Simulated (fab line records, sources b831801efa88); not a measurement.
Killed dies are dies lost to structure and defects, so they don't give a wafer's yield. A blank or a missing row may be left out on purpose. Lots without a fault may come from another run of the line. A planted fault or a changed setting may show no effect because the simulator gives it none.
Problem report in the 8D (eight disciplines) form, filled by code | flow sky130 | the parts of the form that need people (team, actions taken, sign-off) are left out

1. THE PROBLEM
run_length_s at SKY_CONTACT_SOFTBAKE_10 reads a mean of 107.91 s on 6 wafers of 3 lots; wafers without a fault read 119.26 s with a standard deviation of 0.12. That is -95 standard deviations from the usual mean.
The step: time 90 s.
First seen on wafer L575.1, day 34 15:00, on litho_track-04. The record holds 39 wafers of 13 lots with a number at this step. Rule for "out", or "out of limits": more than 4 standard deviations from the usual mean. The other wafers with a number count as sound.

2. WHAT IT IS AND WHAT IT IS NOT
question                    | is                                             | is not
which readings at this step | run_length_s, heater_power_total_W             | chill_plate_temp_C
which lots                  | L575, L577, L578                               | L565, L569, L570, L571, L572, L576, L579, L583, L584, L585
which wafers of those lots  | L575.1, L575.6, L577.1, L577.6, L578.1, L578.6 | L575.5, L577.4, L578.5
read on which tools         | litho_track-04                                 | litho_track-01, litho_track-02
when                        | from day 34 15:00                              | up to then (16 sound wafers); but 17 sound wafers of L576, L577, L578, L579, L583, L584, L585 came after

3. SUSPECTS, AND WHAT RULES EACH OUT
Counting: a tool at a process step up to the reading stays a suspect if it ran every lot that is out. Sound lots after the first of them don't rule it out here, since some wafers of a struck lot are sound.
- litho_track-04 at SKY_CONTACT_SOFTBAKE_10 (time 90 s): kept. It ran every lot that is out, first L575 (day 34 15:00); its last sound lot up to then is L571 (day 33 13:00). Its own readings are out on those wafers: heater_power_total_W, run_length_s.
Left after counting: litho_track-04 at SKY_CONTACT_SOFTBAKE_10.

4. THE CAUSE (what the simulator had put in)
Process parameter drift: litho_track-04, from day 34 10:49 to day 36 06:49, at SKY_CONTACT_SOFTBAKE_10. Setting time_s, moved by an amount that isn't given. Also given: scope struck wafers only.
Counting left only this tool.

5. THE CHAIN OF EFFECTS, in route order
Each row: a reading whose mean over the struck wafers that have a number lies more than 3 standard deviations from the usual. Only readings for which the record gives a usual standard deviation are gone through. hours: the time from each lot's start at the first step in this table that gives one to its start at this step, as a median over the lots. sigmas: the change in usual standard deviations.
hours | step                    | reading              | usual    | on struck wafers | change | sigmas
0     | SKY_CONTACT_SOFTBAKE_10 | heater_power_total_W | 57.35 W  | 59.80            | +2.45  | +20
0     | SKY_CONTACT_SOFTBAKE_10 | run_length_s         | 119.26 s | 107.91           | -11.35 | -95
The process steps in it:
- SKY_CONTACT_SOFTBAKE_10: time 90 s.

6. WHAT WOULD HAVE CAUGHT IT SOONER
In this record the first reading out of limits was taken at day 34 15:00, 4 hours after the fault began at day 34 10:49.
